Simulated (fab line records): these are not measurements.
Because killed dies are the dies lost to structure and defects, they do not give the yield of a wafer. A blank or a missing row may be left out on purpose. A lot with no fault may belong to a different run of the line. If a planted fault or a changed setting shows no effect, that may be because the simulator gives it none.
Chamber matching / flow gf180mcu / GF_CONTACT_CVD_02 on pecvd-02: 3 sister chambers
The step deposits SiO2 from TEOS, target thk 860 nm, time 95.992 s. 6 wafers are shown with their chamber, then 7 later ones without.

== WAFERS, EACH WITH ITS CHAMBER ==
wafer=L246.5; chamber=0; heater-power-w (W)=741; susceptor-temp-C (C)=400.01
wafer=L247.1; chamber=1; heater-power-w (W)=554; susceptor-temp-C (C)=399.83
wafer=L247.3; chamber=0; heater-power-w (W)=747; susceptor-temp-C (C)=400.11
wafer=L247.4; chamber=2; heater-power-w (W)=570; susceptor-temp-C (C)=400.26
wafer=L251.4; chamber=1; heater-power-w (W)=688; susceptor-temp-C (C)=399.91
wafer=L251.5; chamber=2; heater-power-w (W)=528; susceptor-temp-C (C)=400.05

== WAFERS WITHOUT THEIR CHAMBER ==
wafer=L251.6; heater-power-w (W)=699; susceptor-temp-C (C)=400.00
wafer=L257.1; heater-power-w (W)=762; susceptor-temp-C (C)=400.06
wafer=L257.2; heater-power-w (W)=482; susceptor-temp-C (C)=399.90
wafer=L257.3; heater-power-w (W)=560; susceptor-temp-C (C)=399.88
wafer=L259.2; heater-power-w (W)=660; susceptor-temp-C (C)=399.96
wafer=L259.4; heater-power-w (W)=534; susceptor-temp-C (C)=399.86
wafer=L259.5; heater-power-w (W)=695; susceptor-temp-C (C)=400.02

== EACH ONE'S CHAMBER ==
wafer=L251.6; from the rows above=can't be placed: 0 or 1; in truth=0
wafer=L257.1; from the rows above=0; in truth=0
wafer=L257.2; from the rows above=can't be placed: 1 or 2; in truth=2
wafer=L257.3; from the rows above=can't be placed: 1 or 2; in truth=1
wafer=L259.2; from the rows above=can't be placed: 1 or 0 or 2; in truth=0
wafer=L259.4; from the rows above=can't be placed: 1 or 2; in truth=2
wafer=L259.5; from the rows above=can't be placed: 0 or 1 or 2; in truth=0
1 of 7 placed correctly. These rows do not allow placing 6 (true chamber among the candidates in 6). Placed wrongly: 0.
How it was worked out, from the rows above alone: a wafer's distance from a chamber is the root of the sum, over the readings, of the square of ((its reading less the chamber's mean) divided by the reading's scatter). If the next closest chamber is less than 2 further off than the closest, the wafer can't be placed; otherwise it belongs to the closest. The mean given for a chamber averages the wafers shown for that chamber. The scatter: take each reading less its chamber's mean, square it, sum over the shown wafers, divide by the number of wafers less the number of chambers, and take the root.
